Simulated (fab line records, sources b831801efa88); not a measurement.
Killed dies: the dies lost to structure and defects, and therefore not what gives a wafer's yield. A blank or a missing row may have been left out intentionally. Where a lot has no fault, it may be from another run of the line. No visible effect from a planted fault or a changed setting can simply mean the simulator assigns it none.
8D (eight disciplines) problem report, filled in by code + flow sky130 + the parts of the form that need people (team, actions taken, sign-off) are left out

== 1. THE PROBLEM ==
CAPM_TIN_THK at SKY_CAPM_THK_MEAS_04 reads a mean of 207.7 nm on 1 wafer of 1 lot; wafers without a fault read 198.0 nm with a standard deviation of 2.2. That puts it +4.4 standard deviations away from the usual mean.
The step: measures by xrf.
First seen on wafer L639.2, day 40 04:16, on film metro-02. The record holds 34 wafers of 12 lots with a number at this step. The rule behind "out" and "out of limits": a value lying over 4 standard deviations away from the usual mean. Any other wafer with a number is counted as sound.

== 2. WHAT IT IS AND WHAT IT IS NOT ==
| question                    | is                     | is not                                                                                 |
|-----------------------------|------------------------|----------------------------------------------------------------------------------------|
| which readings at this step | CAPM_TIN_THK           | -                                                                                      |
| which lots                  | L639                   | L630, L631, L632, L633, L634, L635, L636, L645, L648, L650, L652                       |
| which wafers of those lots  | all that have a number | -                                                                                      |
| read on which gauges        | film metro-02          | film metro-01, film metro-03                                                           |
| when                        | from day 40 04:16      | up to then (21 sound wafers); but 12 sound wafers of L645, L648, L650, L652 came after |

== 3. SUSPECTS, AND WHAT RULES EACH OUT ==
Counting: any tool at a process step up to the reading is kept as a suspect provided that every lot that is out went through it and no sound lot did after the first of them.
- the gauge at SKY_CAPM_THK_MEAS_04: kept. All the wafers that are out were read on film metro-02, and no step on other tools shows them out.
- rie diel-04 at SKY_VIA2_ETCH_14 (etches BARC in N2/H2, stops on SiO2, time 45.9 s, target depth 60 nm): ruled out as a lasting fault. Sound lots L645 ran on it after its first lot that is out, L639 (day 40 02:20).
- pvd sputter-02 at SKY_CAPM_SPUTTER_02 (material TiN, target thk 200 nm, time 166.7 s): kept. It ran the lot that is out, L639 (day 40 04:01), and no sound lot after that; its last sound lot up to then is L635 (day 39 09:44).
After counting, pvd sputter-02 at SKY_CAPM_SPUTTER_02 and film metro-02 at SKY_CAPM_THK_MEAS_04 remain.

== 4. THE CAUSE (what the simulator had put in) ==
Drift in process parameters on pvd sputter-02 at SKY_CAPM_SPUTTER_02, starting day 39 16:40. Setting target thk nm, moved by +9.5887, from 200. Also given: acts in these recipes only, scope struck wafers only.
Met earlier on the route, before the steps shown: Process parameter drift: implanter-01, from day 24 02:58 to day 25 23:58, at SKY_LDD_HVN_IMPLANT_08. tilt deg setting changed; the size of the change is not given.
Of the 2 suspects that counting leaves, this tool is one.

== 5. THE EFFECT CHAIN, in route order ==
Rows list readings where the struck wafers' mean (over those with a number) sits beyond 3 standard deviations from the usual. Scope: only readings with a usual standard deviation given in the record; hours: median across lots of the time from each lot's start at the first step in this table that gives one to its start at this step; sigmas: change in usual standard deviations.
| hours | step                 | reading      | usual       | on struck wafers | change | sigmas |
|-------|----------------------|--------------|-------------|------------------|--------|--------|
| 0     | SKY_CAPM_RS_MEAS_03  | CAPM_TIN_RS  | 6.92 ohm/sq | 6.61             | -0.31  | -3.9   |
| 0     | SKY_CAPM_THK_MEAS_04 | CAPM_TIN_THK | 198.0 nm    | 207.7            | +9.7   | +4.4   |

== 6. WHAT WOULD HAVE CAUGHT IT SOONER ==
Counted from the fault's start at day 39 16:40, it took 12 hours until the first out-of-limits reading at a measuring or inspecting step in this record, taken at day 40 04:16.
An alarm limit of 4 standard deviations would not have fired on the tool readings at SKY_CAPM_SPUTTER_02 for which the record gives a usual standard deviation, since none of them was out on any struck wafer.
Lots out: 1; all had begun SKY_CAPM_SPUTTER_02 on pvd sputter-02 by day 40 04:16. Had the tool been put on hold then, not one of them would have been saved.
